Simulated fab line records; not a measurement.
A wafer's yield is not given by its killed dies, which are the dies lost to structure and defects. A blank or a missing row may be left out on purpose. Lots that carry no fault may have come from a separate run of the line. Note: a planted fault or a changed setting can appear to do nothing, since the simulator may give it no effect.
Matching of chambers    flow gf180mcu    GF_V4_ETCH_16 on rie diel-03 has 4 sister chambers
The step etches BARC in N2/H2. 18 wafers are shown with their chamber, then 9 later ones without.

== WAFERS PAIRED WITH THEIR CHAMBERS ==
wafer   chamber  drypump motor current A (A)  oes product au (a.u.)  throttle valve pct (%)
L075.4  3        5.5                          0.853                  13.231
L075.5  1        5.8                          0.856                  13.222
L075.6  2        5.6                          0.856                  13.222
L076.1  2        5.6                          0.852                  13.219
L076.2  1        5.8                          0.847                  13.234
L076.5  3        5.5                          0.855                  13.229
L079.2  1        5.8                          0.856                  13.238
L079.3  2        5.6                          0.856                  13.222
L079.5  0        5.9                          0.856                  13.224
L080.2  3        5.5                          0.846                  13.231
L080.4  2        5.6                          0.855                  13.214
L080.5  3        5.5                          0.858                  13.215
L084.2  1        5.8                          0.861                  13.221
L084.5  0        5.9                          0.850                  13.200
L084.6  1        5.8                          0.859                  13.224
L086.2  2        5.6                          0.858                  13.233
L086.3  3        5.5                          0.852                  13.218
L086.4  0        6.0                          0.850                  13.244

SIGNATURES (averages over the wafers above)
reading                  chamber 0  chamber 1  chamber 2  chamber 3  scatter within a chamber
drypump motor current A  5.933      5.800      5.600      5.500      0.0218
oes product au           0.85200    0.85580    0.85540    0.85280    0.00411
throttle valve pct       13.22267   13.22780   13.22200   13.22480   0.0108
Rule: for a wafer and a chamber, the distance is found by dividing, reading by reading, the gap between the wafer's reading and the chamber's mean by the reading's scatter, squaring, summing and taking the root. If the next closest chamber is less than 2 further off than the closest, the wafer can't be placed; otherwise it belongs to the closest. How the scatter is found: for the shown wafers, subtract from each reading the mean of its chamber, square and add these, divide the total by (wafers less chambers), then take the root.

== WAFERS MISSING THEIR CHAMBER ==
wafer   drypump motor current A (A)  oes product au (a.u.)  throttle valve pct (%)
L090.1  5.5                          0.854                  13.218
L090.2  5.9                          0.854                  13.220
L090.3  5.8                          0.849                  13.214
L094.1  5.6                          0.851                  13.239
L094.2  5.8                          0.863                  13.241
L094.3  5.5                          0.862                  13.224
L095.1  5.6                          0.855                  13.220
L095.2  5.5                          0.855                  13.230
L095.6  5.6                          0.854                  13.211

== EACH ONE'S CHAMBER ==
wafer   from the rows above  in truth
L090.1  3                    3
L090.2  0                    0
L090.3  1                    1
L094.1  2                    2
L094.2  1                    1
L094.3  3                    3
L095.1  2                    2
L095.2  3                    3
L095.6  2                    2
Placed correctly: 9 of 9. Not placeable from these rows: 0. 0 placed wrongly.
